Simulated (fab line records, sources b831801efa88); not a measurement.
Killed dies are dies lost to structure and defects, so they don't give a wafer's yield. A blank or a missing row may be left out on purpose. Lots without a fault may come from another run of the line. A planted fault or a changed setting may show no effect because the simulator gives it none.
A struck lot beside a sound one | flow sfq_line | 13 steps out of a route of 325
Sound: wafers L931.1, L931.2, L931.6. Struck: wafers L937.3, L937.5, L937.6. The cause comes at the end.
At each step with rows: each side's tool, then ch and its chambers, then its first start. Under that, the readings that differ: sound wafers | struck wafers | difference of the means | sigmas: that difference in standard deviations of wafers without a fault.
alike: readings whose means differ by less than 2 such deviations, and words and numbers that are the same on both sides. not compared: withheld readings, readings that some wafer has no value for, bounds like >300 that may hide the same value, and numbers for which the record gives no deviation and whose values overlap.
The two part at a step that has a row with sigmas, a row that says differs or no value, or rows on one side only. Numbers that don't overlap but have no deviation are shown without sigmas and don't part them. A reading that every wafer of one side lacks parts them only if that side has two wafers or more.

SFQ_TRILAYER_I0_VIA_BARC_OPEN_VIA_ETCH_046: etches BARC in O2, target depth 125 nm, time 41.7 s.
  sound on rie_diel-03 ch 0,3, day 16 13:23; struck on rie_diel-04 ch 1,2, day 18 03:54
  alike: drypump_motor_current_A, oes_product_au
  not compared: rf_hours_counter_h
SFQ_TRILAYER_I0_VIA_ETCH_VIA_ETCH_034: etches SiO2 in CHF3, stops on Nb, target depth 260 nm.
  sound on rie_diel-03 ch 0,3, day 16 13:26; struck on rie_diel-04 ch 1,2, day 18 03:56
  alike: drypump_motor_current_A, oes_product_au
SFQ_TRILAYER_I0_VIA_STRIP_STRIP_035: strips in O2.
  sound on rie_metal-04 ch 0,1, day 16 13:32; struck on rie_metal-04 ch 0,1, day 18 04:15
  alike: drypump_motor_current_A, oes_product_au
  not compared: rf_hours_counter_h
then, 2 steps without rows for these wafers: SFQ_TRILAYER_I0_VIA_STRIP_SOLV_CLEAN_036 (cleans in NMP, time 600 s); SFQ_TRILAYER_M1_DEP_PRE_CLEAN_038 (time 22.5 s).
SFQ_TRILAYER_M1_DEP_SPUTTER_037: material Nb, target thk 200 nm, time 133.3 s.
  sound on pvd_sputter-04, day 16 14:20; struck on pvd_sputter-04, day 18 04:52
  alike: throttle_valve_pct
SFQ_M1_RS_MEAS_909: measures by four-point-probe.
  sound on film_metro-03, day 16 14:26; struck on film_metro-03, day 18 04:59
  alike: M1_NB_RS
then, 4 steps without rows for these wafers: SFQ_TRILAYER_M1_LITHO_COAT_044 (resist thk 62 nm); SFQ_TRILAYER_M1_LITHO_COAT_039 (resist thk 600 nm); SFQ_TRILAYER_M1_LITHO_SOFTBAKE_043; SFQ_TRILAYER_M1_LITHO_EXPOSE_040 (exposes mask M1, target cd 500 nm).
SFQ_TRILAYER_M1_LITHO_PEB_042: peb time 60 s.
  sound on litho_track-03 ch 0, day 16 22:31; struck on litho_track-02, day 18 07:35
  no value came back on the struck wafers for chill_plate_temp_C (C), exhaust_pa (Pa); on the sound wafers chill_plate_temp_C (C) reads 23.04 22.94 23.04
then, 1 step without rows for these wafers: SFQ_TRILAYER_M1_LITHO_DEVELOP_041 (time 60 s).

WHERE THEY PART
Only at SFQ_TRILAYER_M1_LITHO_PEB_042, within this record.

WHY: what the simulator had put in
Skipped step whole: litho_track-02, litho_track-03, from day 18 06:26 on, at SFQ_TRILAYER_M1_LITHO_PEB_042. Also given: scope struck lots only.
